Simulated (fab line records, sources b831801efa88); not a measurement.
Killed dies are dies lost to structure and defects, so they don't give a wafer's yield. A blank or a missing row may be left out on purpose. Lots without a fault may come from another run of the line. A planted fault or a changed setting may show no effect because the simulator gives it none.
One fault seen from 2 desks | flow gf180mcu | each desk has only its own numbers; what lay behind them comes last

THE TOOL OWNER'S DESK: implanter-02
The tool's own readings at GF_MVSD_IMPLANT_08: means of the sampled wafers that have a number, for each lot that ran on this tool. A lot is out of limits, marked OUT, if its mean lies more than 4 standard deviations from the usual mean; the brackets give that distance.
Columns: A = beam_energy_keV at GF_MVSD_IMPLANT_08, usual 400.00
lot  | first seen here | A
L587 | day 5 01:29     | 400.10
L594 | day 6 16:31     | 400.08
L598 | day 7 14:53     | 399.87
L600 | day 8 02:04     | 386.41 (-97) OUT
L601 | day 8 08:03     | 386.46 (-97) OUT
This desk's finding: out of limits on L600, L601; first on L600, day 8 02:04 (beam_energy_keV at GF_MVSD_IMPLANT_08). In limits: L587, L594, L598.

THE METROLOGY DESK
What the gauges read, lot by lot, whatever tool the lot ran on: means of the sampled wafers that have a number. A lot is out of limits, marked OUT, if its mean lies more than 4 standard deviations from the usual mean; the brackets give that distance.
Columns: A = LVPWELL_OVL at GF_LVPWELL_OVL_MEAS_07, usual -0.2 nm; B = MVSD_RS at GF_VT_IMPLANT_RS_MEAS_46, usual 456.1 ohm/sq; C = cd_nm at GF_POLY_GATE_CD_MEAS_10, usual 280.1 nm
lot  | first seen here | A    | B     | C
L587 | day 4 11:32     | -2.0 | 456.1 | 280.8
L588 | day 4 16:05     | -1.1 | 456.8 | 279.5
L589 | day 4 20:56     | 0.8  | 456.6 | 280.3
L591 | day 5 09:23     | 0.1  | 458.0 | 280.0
L592 | day 5 13:35     | 0.2  | 455.2 | 280.4
L593 | day 5 18:40     | -1.2 | 456.1 | 278.6
L594 | day 6 01:07     | 1.7  | 456.3 | 280.1
L595 | day 6 06:22     | -0.6 | 457.0 | 278.9
L596 | day 6 11:02     | 1.0  | 455.0 | 280.7
L598 | day 6 23:04     | 0.9  | 456.8 | 279.0
L600 | day 7 09:50     | -0.8 | 457.9 | 279.3
L601 | day 7 15:29     | -0.0 | 460.3 | 280.5
L602 | day 7 19:55     | -0.3 | 454.5 | 280.7
This desk's finding: nothing out of limits on any of the 13 lots.

PUT TOGETHER
The tool owner's desk could have raised an alarm at day 8 02:04, on L600, L601.
The metrology desk saw nothing out of limits.
The metrology desk has L600, L601 on record, within its limits.
Of the lots named, all ran GF_MVSD_IMPLANT_08 on implanter-02.

WHAT THE SIMULATOR HAD PUT IN
Process parameter drift: implanter-02, from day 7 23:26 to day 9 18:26, at GF_MVSD_IMPLANT_08. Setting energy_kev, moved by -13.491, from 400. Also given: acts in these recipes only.
Lots struck among those shown: L600, L601.
Hours from the fault's start to each desk's first reading out of limits: the tool owner's desk, 3.
